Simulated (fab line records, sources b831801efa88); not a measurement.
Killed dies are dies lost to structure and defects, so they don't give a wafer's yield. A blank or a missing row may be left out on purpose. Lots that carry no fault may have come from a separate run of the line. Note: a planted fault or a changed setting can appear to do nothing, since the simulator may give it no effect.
Which tool was responsible? + flow sky130 + 36 wafers from 12 lots sampled at 6 of the route's 708 steps

== WHAT THE GAUGES SHOWED, per wafer ==
SKY_VT_ADJUST_HVTP_OVL_MEAS_08. Usual: VT_ADJUST_HVTP_OVL -0.1 nm, standard deviation 1.3.
| lot  | measured     | on         | VT_ADJUST_HVTP_OVL (nm) | flag |
|------|--------------|------------|-------------------------|------|
| L155 | day 6 00:55  | overlay-02 | -0.5 1.2 -0.4           |      |
| L156 | day 6 04:11  | overlay-02 | 0.9 -0.3 -1.6           |      |
| L159 | day 6 22:20  | overlay-01 | -1.9 -1.6 -1.7          |      |
| L160 | day 7 06:35  | overlay-01 | 1.3 0.1 2.0             |      |
| L161 | day 7 12:52  | overlay-01 | 0.8 0.5 -1.5            |      |
| L165 | day 8 11:56  | overlay-02 | 0.8 1.0 0.4             |      |
| L171 | day 10 16:16 | overlay-02 | -1.3 0.0 -0.4           |      |
| L173 | day 11 02:07 | overlay-02 | -1.4 -0.8 -1.4          |      |
| L174 | day 11 06:31 | overlay-02 | -2.0 -1.5 -1.9          |      |
| L175 | day 11 08:55 | overlay-01 | -1.0 1.4 -0.2           |      |
| L176 | day 11 13:25 | overlay-01 | -0.2 -0.9 -1.4          |      |
| L177 | day 11 23:49 | overlay-02 | -1.6 1.2 -0.8           |      |

SKY_VT_ADJUST_PCH_OVL_MEAS_07. Usual: VT_ADJUST_PCH_OVL 0.7 nm, standard deviation 1.3.
| lot  | measured     | on         | VT_ADJUST_PCH_OVL (nm) | flag |
|------|--------------|------------|------------------------|------|
| L155 | day 10 05:05 | overlay-01 | 0.4 -1.3 2.1           |      |
| L156 | day 10 11:21 | overlay-02 | 2.5 2.5 1.3            |      |
| L159 | day 11 09:52 | overlay-01 | 1.5 0.4 0.4            |      |
| L160 | day 11 18:37 | overlay-02 | -0.7 -1.3 -0.1         |      |
| L161 | day 12 02:47 | overlay-02 | 1.0 0.5 1.9            |      |
| L165 | day 13 06:23 | overlay-02 | - - -                  | OFF  |
| L171 | day 15 22:30 | overlay-01 | 0.8 1.8 0.8            |      |
| L173 | day 16 11:39 | overlay-02 | 2.1 0.4 1.4            |      |
| L174 | day 16 16:36 | overlay-01 | 1.7 3.6 2.0            |      |
| L175 | day 16 19:12 | overlay-01 | -0.1 -0.9 -0.4         |      |
| L176 | day 17 01:21 | overlay-02 | -0.2 0.8 3.1           |      |
| L177 | day 17 12:23 | overlay-02 | -0.1 1.4 1.2           |      |

SKY_VT_ADJUST_PCH_TW_MEAS_10. Usual: VT_ADJUST_PCH_TW 143.4, standard deviation 2.2.
| lot  | measured     | on            | VT_ADJUST_PCH_TW  | flag |
|------|--------------|---------------|-------------------|------|
| L155 | day 10 05:23 | film-metro-03 | 140.5 141.4 139.9 |      |
| L156 | day 10 11:39 | film-metro-01 | 143.3 143.8 143.5 |      |
| L159 | day 11 10:10 | film-metro-04 | 146.2 145.7 145.8 |      |
| L160 | day 11 18:54 | film-metro-04 | 145.5 145.6 145.6 |      |
| L161 | day 12 03:05 | film-metro-01 | 143.3 143.2 143.4 |      |
| L165 | day 13 06:41 | film-metro-01 | 30.1 30.1 30.1    | OFF  |
| L171 | day 15 22:47 | film-metro-04 | 146.5 146.9 146.8 |      |
| L173 | day 16 11:56 | film-metro-03 | 141.5 142.0 142.2 |      |
| L174 | day 16 16:53 | film-metro-03 | 141.8 142.4 141.5 |      |
| L175 | day 16 19:29 | film-metro-03 | 141.3 141.8 142.0 |      |
| L176 | day 17 01:38 | film-metro-03 | 140.8 140.6 141.7 |      |
| L177 | day 17 12:41 | film-metro-01 | 144.7 145.5 145.4 |      |

SKY_SONOS_TUNNEL_TW_MEAS_12. Usual: SONOS_TUNNEL_TW 197.3, standard deviation 2.1.
| lot  | measured     | on            | SONOS_TUNNEL_TW   | flag |
|------|--------------|---------------|-------------------|------|
| L155 | day 11 04:10 | film-metro-03 | 195.7 195.8 195.3 |      |
| L156 | day 11 10:35 | film-metro-02 | 195.5 196.6 197.5 |      |
| L159 | day 12 10:41 | film-metro-02 | 198.1 198.0 197.2 |      |
| L160 | day 12 19:31 | film-metro-02 | 197.8 197.4 196.7 |      |
| L161 | day 13 03:56 | film-metro-01 | 198.0 197.2 198.2 |      |
| L165 | day 14 08:22 | film-metro-01 | 198.6 198.3 199.2 |      |
| L171 | day 17 03:45 | film-metro-01 | 200.4 200.2 201.1 |      |
| L173 | day 17 17:40 | film-metro-02 | 197.2 196.1 196.3 |      |
| L174 | day 17 22:46 | film-metro-02 | 196.9 197.5 197.3 |      |
| L175 | day 18 00:49 | film-metro-01 | 200.3 200.2 200.0 |      |
| L176 | day 18 07:56 | film-metro-03 | 195.3 195.1 195.3 |      |
| L177 | day 18 18:45 | film-metro-03 | 195.1 195.8 196.0 |      |

== TOOL THAT RAN EACH LOT (tool first, then ch and the chambers of the sampled wafers, then the start) ==
| lot  | SKY_VT_ADJUST_HVTR_STRIP_10          | SKY_VT_ADJUST_PCH_EXPOSE_04         |
|------|--------------------------------------|-------------------------------------|
| L155 | plasma-asher-01 ch 0,1, day 9 07:18  | iline-stepper-02 ch 0, day 9 17:53  |
| L156 | plasma-asher-04 ch 0,1, day 9 12:50  | iline-stepper-01 ch 0, day 10 00:29 |
| L159 | plasma-asher-04 ch 0,1, day 10 11:20 | iline-stepper-02 ch 0, day 10 22:38 |
| L160 | plasma-asher-04 ch 0,1, day 10 19:56 | iline-stepper-01 ch 0, day 11 07:19 |
| L161 | plasma-asher-02 ch 0,1, day 11 02:48 | iline-stepper-02 ch 0, day 11 14:17 |
| L165 | plasma-asher-02 ch 0,1, day 12 06:00 | iline-stepper-01 ch 0, day 12 17:59 |
| L171 | plasma-asher-04 ch 0,1, day 14 18:52 | iline-stepper-02 ch 0, day 15 08:50 |
| L173 | plasma-asher-01 ch 0,1, day 15 07:22 | iline-stepper-02 ch 0, day 15 21:01 |
| L174 | plasma-asher-01 ch 0, day 15 11:46   | iline-stepper-01 ch 0, day 16 01:55 |
| L175 | plasma-asher-02 ch 0,1, day 15 15:36 | iline-stepper-01 ch 0, day 16 05:14 |
| L176 | plasma-asher-02 ch 0,1, day 15 20:35 | iline-stepper-01 ch 0, day 16 11:26 |
| L177 | plasma-asher-01 ch 0,1, day 16 08:07 | iline-stepper-02 ch 0, day 16 22:18 |
- SKY_VT_ADJUST_HVTR_STRIP_10: strips in O2/N2.
- SKY_VT_ADJUST_PCH_EXPOSE_04: exposes mask NWM, target cd 840 nm.

== WHAT THE TOOLS THEMSELVES READ (means of the sampled wafers that have a number; where no wafer has one, the mark that the record gives instead) ==
SKY_VT_ADJUST_HVTR_STRIP_10. Usual: drypump-motor-current-A 6.2 A, standard deviation 0.4; oes-product-au 0.715 a.u., standard deviation 0.0046; strip-time-to-endpoint-s 14.20 s, standard deviation 0.031.
| lot  | tool            | drypump-motor-current-A (A) | oes-product-au (a.u.) | strip-time-to-endpoint-s (s) | flag |
|------|-----------------|-----------------------------|-----------------------|------------------------------|------|
| L155 | plasma-asher-01 | 6.4                         | 0.709                 | 14.18                        |      |
| L156 | plasma-asher-04 | 6.3                         | 0.719                 | 14.25                        |      |
| L159 | plasma-asher-04 | 5.7                         | 0.719                 | 14.21                        |      |
| L160 | plasma-asher-04 | 6.3                         | 0.712                 | 14.20                        |      |
| L161 | plasma-asher-02 | 5.9                         | 0.713                 | 14.18                        |      |
| L165 | plasma-asher-02 | 5.9                         | 0.718                 | 14.21                        |      |
| L171 | plasma-asher-04 | 5.7                         | 0.714                 | 14.20                        |      |
| L173 | plasma-asher-01 | 6.4                         | 0.719                 | 14.15                        |      |
| L174 | plasma-asher-01 | 6.3                         | 0.714                 | 14.20                        |      |
| L175 | plasma-asher-02 | 6.0                         | 0.717                 | 14.22                        |      |
| L176 | plasma-asher-02 | 5.9                         | 0.709                 | 14.18                        |      |
| L177 | plasma-asher-01 | 6.3                         | 0.717                 | 14.15                        |      |

== THE ANSWER, worked out from the rows above alone ==
Rule: a lot counts as off when the mean over its wafers that have a number is more than 3 standard deviations away from the usual mean. A lot without any number at a reading at which 4 lots or more have one is off too. Where the step has rows for the other lots, those lots are counted as sound. Order of review: gauges by route order, followed by the tools' own readings, for which a lot's mean as printed above is used. The first step at which some lot is off is used, and at that step the reading that is off furthest; a lot without a number counts as furthest.
Off: L165, seen at SKY_VT_ADJUST_PCH_OVL_MEAS_07 (VT_ADJUST_PCH_OVL). Without a number there: L165.
If a tool, at a process step before that reading, ran all the lots that are off and no sound lot after the first of them, it fits. The gauges at SKY_VT_ADJUST_PCH_OVL_MEAS_07 aren't tried: what is off there is off at SKY_VT_ADJUST_PCH_TW_MEAS_10 too, on other tools, and a gauge's error can't cause that. Of those tried, none fits.

== WHAT WAS PUT IN BY THE SIMULATOR ==
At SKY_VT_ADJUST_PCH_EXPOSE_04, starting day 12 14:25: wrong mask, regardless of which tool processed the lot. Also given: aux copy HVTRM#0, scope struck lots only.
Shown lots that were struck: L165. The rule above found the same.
